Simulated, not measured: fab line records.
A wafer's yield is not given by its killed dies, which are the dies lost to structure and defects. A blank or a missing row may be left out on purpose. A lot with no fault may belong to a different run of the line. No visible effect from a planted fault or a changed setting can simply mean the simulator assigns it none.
fab line records	flow sky130
record: lots: 7	wafers: 21	last-day: 50
route steps=708 shown METAL2@490
lots with no fault: from the same line, run without faults
start-h: start of the lot's first displayed wafer, in hours after the record's first day	wait-h: hours since the lot's step before	" identical to the entry in the row above	L1.1+2: several wafers, shown together as one row	- no value present, or no start provided	* or withheld: withheld	< > ~ a bound
route shown NAME@n: a module of which the file shows steps, and the number in the route of the first	usual: the fault-free wafers' mean and standard deviation	same: alike in all rows	chamber/n: place in a boat	sites: each site's reading	_std_site: standard deviation of those values	_edge_site: inner sites' mean taken away from outer sites' mean	radius-mm: how far each site lies from the wafer's centre	mask NAME#n: copy n	behind: the last tool/chamber to shape the wafer	hold: the reason the lot was held/the length of the hold in hours/how it ended	device: whichever transistor did not switch (one of n, p or np)	end of line: the tests these same wafers got at the end of their route	step lacking rows: just its recipe	killed: the dies lost at the first sort to structure and to defects; this is not the yield of the wafer	map: a wafer's dies, x killed, . not, _ none there
set.NAME: the setting that was run; set.NAME@STEP: the one run at that earlier step	model.NAME: the simulator's own value behind a step, which no gauge read
lots at some steps of the route; a table a step, a row a wafer
services: the hour from which a tool's chamber was out of use, counted from the record's first day as start-h (under 0 if before that day), plus the number of hours and why
== steps ==
step: SKY_METAL2_DEHYDRATE_07
recipe: temp-c: 200	time-s: 57.6
step: SKY_METAL2_HMDS_08
recipe: prime-time-s: 60	prime-temp-c: 120
step: SKY_METAL2_COAT_09
recipe: resist: BARC	temp-c: withheld	time-s: withheld	spin-rpm: 3000	resist-thk-nm: 60
step: SKY_METAL2_COAT_10
recipe: resist: KrF-thick	spin-rpm: 3000	resist-thk-nm: 450
step: SKY_METAL2_SOFTBAKE_11
recipe: temp-c: 100	time-s: 90	resist: KrF-thick
step: SKY_METAL2_EXPOSE_12
recipe: mask-id: MM2	na: 0.8	source-shape: annular	sigma-inner: 0.55	sigma-outer: 0.85	target-cd-nm: 140	dose-mj: 28
step: SKY_METAL2_PEB_13
recipe: peb-temp-c: withheld	peb-time-s: withheld	resist: KrF-thick
step: SKY_METAL2_DEVELOP_14
recipe: develop-time-s: 60	resist: KrF-thick	dev-temp-c: 21
step: SKY_METAL2_CD_MEAS_15
recipe: target-cd-nm: 140
usual: cd-nm: 139.5/1.5
lot.wafer	tool	chamber	start-h	wait-h	cd-nm
L793.1	cd-sem-01	-	809.97	-	140.1
L793.3	"	-	"	"	141.7
L793.6	"	-	"	"	140.7
L795.1	cd-sem-01	-	831.24	-	135.4
L795.2	"	-	"	"	137.9
L795.5	"	-	"	"	138.1
L803.2	cd-sem-01	-	892.98	-	138.5
L803.5	"	-	"	"	139.0
L803.6	"	-	"	"	138.0
L802.2	cd-sem-01	-	894.24	-	138.0
L802.3	"	-	"	"	137.7
L802.6	"	-	"	"	137.3
L804.3	cd-sem-02	-	906.16	-	137.2
L804.5	"	-	"	"	138.7
L804.6	"	-	"	"	138.5
L812.4	cd-sem-02	-	956.73	-	140.6
L812.5	"	-	"	"	141.0
L812.6	"	-	"	"	139.8
L815.2	cd-sem-01	-	972.66	-	138.8
L815.3	"	-	"	"	141.2
L815.5	"	-	"	"	140.5
step: SKY_METAL2_OVL_MEAS_16
usual: METAL2_OVL: -2/4.5
lot.wafer	tool	chamber	start-h	wait-h	METAL2_OVL[nm]
L793.1	overlay-01	-	810.09	0.1	1
L793.3	"	-	"	"	-2
L793.6	"	-	"	"	-5
L795.1	overlay-01	-	831.36	0.1	-2
L795.2	"	-	"	"	-4
L795.5	"	-	"	"	-3
L803.2	overlay-01	-	893.08	0.1	1
L803.5	"	-	"	"	2
L803.6	"	-	"	"	-1
L802.2	overlay-01	-	894.35	0.1	-3
L802.3	"	-	"	"	-3
L802.6	"	-	"	"	0
L804.3	overlay-01	-	906.25	0.1	-9
L804.5	"	-	"	"	-1
L804.6	"	-	"	"	-10
L812.4	overlay-02	-	956.81	0.1	-8
L812.5	"	-	"	"	-1
L812.6	"	-	"	"	-5
L815.2	overlay-01	-	972.77	0.1	6
L815.3	"	-	"	"	-1
L815.5	"	-	"	"	-2
step: SKY_METAL2_DESCUM_17
recipe: chemistry: O2	source-power-w: 150	bias-power-w: 0	pressure-mtorr: 10	temp-c: 40	time-s: 8
usual: drypump-motor-current-A: 5.6/0.38	oes-product-au: 0.994/0.0078
same: time-s: 8
lot.wafer	tool	chamber	start-h	wait-h	drypump-motor-current-A	oes-product-au	rf-hours-counter-h
L793.1	rie-metal-02	1	810.13	0.0	5.6	0.996	8
L793.3	"	0	"	"	5.3	1.003	-
L793.6	"	1	"	"	5.6	0.993	-
L795.1	rie-metal-02	1	831.40	0.0	5.6	0.994	8
L795.2	"	0	"	"	5.3	1.005	2
L795.5	"	0	"	"	5.3	1.003	-
L803.2	rie-metal-03	1	893.11	0.0	5.9	0.995	12
L803.5	"	0	"	"	5.3	0.986	-
L803.6	"	1	"	"	5.9	0.991	-
L802.2	rie-metal-02	1	894.38	0.0	5.6	0.996	11
L802.3	"	1	"	"	5.6	1.005	-
L802.6	"	0	"	"	5.3	1.013	-
L804.3	rie-metal-03	0	906.29	0.0	5.3	0.988	-
L804.5	"	0	"	"	5.3	0.987	-
L804.6	"	1	"	"	5.9	0.990	-
L812.4	rie-metal-02	1	956.84	0.0	5.6	0.993	-
L812.5	"	1	"	"	5.6	0.990	-
L812.6	"	0	"	"	5.3	1.000	-
L815.2	rie-metal-02	1	972.80	0.0	5.6	0.986	14
L815.3	"	1	"	"	5.6	0.989	-
L815.5	"	1	"	"	5.6	0.997	-
step: SKY_METAL2_ETCH_18
recipe: chemistry: N2/H2	target: BARC	ion-energy-ev: 200	bias-w: 100	pressure-mtorr: 30	n2-flow-sccm: 100	h2-flow-sccm: 200	icp-w: 500	stop-on: SiO2	time-s: 45.9	target-depth-a: 600
usual: bias-w: 100.1/0.32	chamber-pressure-mTorr: 29.998/0.027	drypump-motor-current-A: 5.7/0.38	oes-product-au: 0.855/0.0046	throttle-valve-pct: 13.225/0.0094
same: time-s: 45.9
lot.wafer	tool	chamber	start-h	wait-h	bias-w	chamber-pressure-mTorr	drypump-motor-current-A	oes-product-au	rf-hours-counter-h	throttle-valve-pct
L793.1	rie-metal-02	1	810.16	0.0	100.0	29.982	5.6	0.851	8	13.220
L793.3	"	0	"	"	100.2	30.003	5.3	0.857	-	13.221
L793.6	"	1	"	"	100.1	29.990	5.6	0.855	-	13.248
L795.1	rie-metal-02	1	831.43	0.0	99.7	30.055	5.6	0.854	8	13.225
L795.2	"	0	"	"	100.2	29.964	5.3	0.851	2	13.215
L795.5	"	0	"	"	100.3	29.985	5.3	0.853	-	13.230
L803.2	rie-metal-03	1	893.14	0.0	99.7	29.971	5.9	0.851	12	13.238
L803.5	"	0	"	"	100.5	29.967	5.3	0.853	-	13.218
L803.6	"	1	"	"	99.9	29.963	5.9	0.856	-	13.231
L802.2	rie-metal-02	1	894.41	0.0	99.9	30.021	5.6	0.857	11	13.228
L802.3	"	1	"	"	99.5	29.993	5.6	0.852	-	13.239
L802.6	"	0	"	"	100.2	29.998	5.3	0.856	-	13.218
L804.3	rie-metal-03	0	906.33	0.0	100.2	29.982	5.3	0.859	-	13.218
L804.5	"	0	"	"	99.9	29.962	5.3	0.862	-	13.236
L804.6	"	1	"	"	99.6	30.015	5.9	0.858	-	13.215
L812.4	rie-metal-02	1	956.88	0.0	100.3	29.966	5.6	0.858	-	13.218
L812.5	"	1	"	"	100.2	30.030	5.6	0.849	-	13.222
L812.6	"	0	"	"	100.1	29.990	5.3	0.856	-	13.225
L815.2	rie-metal-02	1	972.83	0.0	100.4	30.033	5.6	0.859	14	13.234
L815.3	"	1	"	"	100.2	29.992	5.6	0.849	-	13.234
L815.5	"	1	"	"	100.0	30.010	5.6	0.846	-	13.230
step: SKY_METAL2_METAL_ETCH_19
recipe: target-depth-a: 3600	stop-on: SiO2	over-etch-frac: 0.3	time-s: 78	chemistry: Cl2/BCl3	resist-sidewall-deg: 88	pressure-mtorr: 10	icp-w: 900	bias-w: 48.5	Cl2_flow_sccm: 60	bcl3-flow-sccm: 30
usual: bcl3-flow-sccm: 29.99/0.086	bias-w: 48.49/0.15	drypump-motor-current-A: 5.6/0.38	oes-product-au: 0.855/0.0065	throttle-valve-pct: 22.264/0.0087	time-s: 78/0
lot.wafer	tool	chamber	start-h	wait-h	bcl3-flow-sccm	bias-w	drypump-motor-current-A	oes-product-au	rf-hours-counter-h	throttle-valve-pct	time-s	model.KrF-thick_of_METAL2_COAT_10.thk-nm	model.SiO2_of_VIA1_HDPCVD_00.thk-nm
L793.1	rie-metal-02	1	810.22	0.0	30.07	48.15	5.6	0.853	8	22.270	78	154.7	331.1
L793.3	"	0	"	"	30.06	48.91	5.3	0.857	-	22.276	78	155.8	330.4
L793.6	"	1	"	"	30.06	48.34	5.6	0.846	-	22.265	78	154.7	330.1
L795.1	rie-metal-02	1	831.49	0.0	30.10	48.61	5.6	0.863	9	22.269	78	154.7	330.7
L795.2	"	0	"	"	29.97	48.62	5.3	0.858	2	22.256	78	153.9	331.6
L795.5	"	0	"	"	29.92	48.50	5.3	0.859	-	22.270	78	155.5	330.6
L803.2	rie-metal-03	1	893.21	0.0	-	-	-	-	-	-	-	394.1	341.7
L803.5	"	0	"	"	-	-	-	-	-	-	-	392.8	340.7
L803.6	"	1	"	"	-	-	-	-	-	-	-	393.2	341.4
L802.2	rie-metal-02	1	894.47	0.0	-	-	-	-	-	-	-	390.2	340.7
L802.3	"	1	"	"	-	-	-	-	-	-	-	389.7	340.8
L802.6	"	0	"	"	-	-	-	-	-	-	-	389.6	341.3
L804.3	rie-metal-03	0	906.40	0.1	-	-	-	-	-	-	-	396.3	341.9
L804.5	"	0	"	"	-	-	-	-	-	-	-	397.1	341.5
L804.6	"	1	"	"	-	-	-	-	-	-	-	396.2	342
L812.4	rie-metal-02	1	956.95	0.1	29.95	48.33	5.6	0.854	-	22.264	78	157.6	330.2
L812.5	"	1	"	"	30.02	48.26	5.6	0.865	-	22.260	78	159.7	331
L812.6	"	0	"	"	29.97	48.36	5.3	0.863	-	22.281	78	156.9	330.1
L815.2	rie-metal-02	1	972.89	0.0	30.11	48.40	5.6	0.853	14	22.272	78	160.1	331.4
L815.3	"	1	"	"	29.97	48.53	5.6	0.853	-	22.269	78	163.3	331.6
L815.5	"	1	"	"	29.95	48.29	5.6	0.852	-	22.266	78	161.4	331.9
step: SKY_METAL2_STRIP_20
recipe: chemistry: O2/N2	power-w: 1400	pressure-mtorr: 1500	platen-temp-c: withheld	o2-flow-sccm: 3000	n2-flow-sccm: 300	overash-fraction: 0.5
usual: drypump-motor-current-A: 5.8/0.36	oes-product-au: 0.344/0.005	strip-time-to-endpoint-s: 2.72/0.044
lot.wafer	tool	chamber	start-h	wait-h	drypump-motor-current-A	oes-product-au	rf-hours-counter-h	strip-time-to-endpoint-s
L793.1	plasma-asher-02	0	810.31	0.1	5.4	0.342	58	2.65
L793.3	"	0	"	"	5.4	0.340	-	2.66
L793.6	"	1	"	"	5.7	0.341	-	2.65
L795.1	plasma-asher-03	0	831.58	0.1	6.4	0.334	103	2.65
L795.2	"	1	"	"	5.3	0.339	103	2.63
L795.5	"	1	"	"	5.3	0.337	-	2.66
L803.2	plasma-asher-01	1	893.30	0.1	5.9	0.446	51	5.23
L803.5	"	0	"	"	5.7	0.445	-	5.19
L803.6	"	1	"	"	5.9	0.454	-	5.23
L802.2	plasma-asher-03	1	894.56	0.1	5.3	0.442	109	5.17
L802.3	"	1	"	"	5.3	0.450	-	5.16
L802.6	"	1	"	"	5.3	0.442	-	5.17
L804.3	plasma-asher-02	0	906.50	0.1	5.4	0.452	-	5.23
L804.5	"	0	"	"	5.4	0.445	-	5.25
L804.6	"	1	"	"	5.7	0.446	-	5.24
L812.4	plasma-asher-01	0	957.05	0.1	5.7	0.347	-	2.67
L812.5	"	1	"	"	6.0	0.342	-	2.71
L812.6	"	0	"	"	5.7	0.337	-	2.69
L815.2	plasma-asher-01	1	972.98	0.1	5.9	0.347	60	2.73
L815.3	"	1	"	"	5.9	0.339	-	2.74
L815.5	"	0	"	"	5.7	0.342	-	2.74
step: SKY_METAL2_STRIP_21
recipe: chemistry: post-etch-residue-remover	time-s: 1200	temp-c: 72.5
== services ==
tool	chamber	start-h	hours	kind
plasma-asher-02	-	796.57	3.4	repair
rie-metal-02	-	818.43	0.7	repair
rie-metal-03	1	838.38	15.3	repair
rie-metal-02	1	903.83	13.9	repair
rie-metal-03	-	941.99	1.4	pm
rie-metal-03	-	951.21	4.3	pm
plasma-asher-02	-	972.14	2.8	pm
== key ==
first-sign: step: SKY_METAL2_METAL_ETCH_19	reading: tool-record	direction: missing
effect: step: SKY_METAL2_STRIP_20	reading: strip-time-to-endpoint-s	direction: up	sigmas: 56	usual: *	struck: *
model-effect: step: SKY_METAL2_METAL_ETCH_19	value: KrF-thick_of_METAL2_COAT_10.thk-nm	without: 163.5	struck: 393.2
met-at SKY_METAL2_METAL_ETCH_19
struck-wafers L802.2,L802.3,L802.6,L803.2,L803.5,L803.6,L804.3,L804.5,L804.6
later-rows-left-out L802.2,L802.3,L802.6,L803.2,L803.5,L803.6,L804.3,L804.5,L804.6
sort-left-out L802.2,L802.3,L802.6,L803.2,L803.5,L803.6,L804.3,L804.5,L804.6
onset-between 831.49 893.21
fault: kind: skipped-step-whole	tool: rie-metal-02,rie-metal-03	chamber: -	onset-h: 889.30	steps: SKY_METAL2_METAL_ETCH_19	scope: struck-lots-only
sort-left-out: the simulated sort isn't trusted on such a fault, so these wafers' sort isn't shown, and their yield isn't known
later-rows-left-out: the simulator's readings of these wafers behind a module that went badly wrong aren't trusted and aren't shown, but for the sort
